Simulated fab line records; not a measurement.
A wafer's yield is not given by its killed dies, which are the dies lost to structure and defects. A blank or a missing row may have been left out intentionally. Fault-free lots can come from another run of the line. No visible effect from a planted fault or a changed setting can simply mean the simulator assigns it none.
What tool caused it? + flow sky130 + route of 708 steps, sampled at 1 step: 6 lots, 18 wafers

== WHAT EACH GAUGE READ, for each wafer ==
SKY_LDD_HVN_OVL_MEAS_07.
| lot  | measured     | on         | LDD_HVN_OVL (nm) |
|------|--------------|------------|------------------|
| L958 | day 21 12:23 | overlay-01 | 1.7 1.4 2.0      |
| L960 | day 22 10:39 | overlay-02 | 2.2 1.2 1.8      |
| L963 | day 23 11:46 | overlay-02 | -1.7 0.0 -1.0    |
| L967 | day 24 23:15 | overlay-01 | 1.8 -0.8 1.6     |
| L973 | day 27 03:48 | overlay-01 | -1.4 -0.6 -0.4   |
| L978 | day 28 17:07 | overlay-01 | -1.9 -0.1 0.4    |

== EACH LOT AND THE TOOL THAT RAN IT (in order: tool; ch and the chambers of the sampled wafers; start) ==
Before these readings, the record contains no process step.

== THE ANSWER, worked out from the rows above alone ==
Rule: usual is defined by the lots themselves. Put in order of their means at a reading, lots are off if they are a third of the lots or fewer, leave a main group of 4 or more, and stand apart from it by a gap of 3 or more times the standard deviation of the main group's means; of several such gaps the widest counts. The tables above print the reading to a certain number of digits; a main group whose means all agree to those digits is not used. A lot without any number at a reading at which 4 lots or more have one is off too. All remaining lots with rows at the step are treated as sound.
Across all readings shown, no lot is off: no conclusion can be drawn from this.

== WHAT THE SIMULATOR HAD INSERTED ==
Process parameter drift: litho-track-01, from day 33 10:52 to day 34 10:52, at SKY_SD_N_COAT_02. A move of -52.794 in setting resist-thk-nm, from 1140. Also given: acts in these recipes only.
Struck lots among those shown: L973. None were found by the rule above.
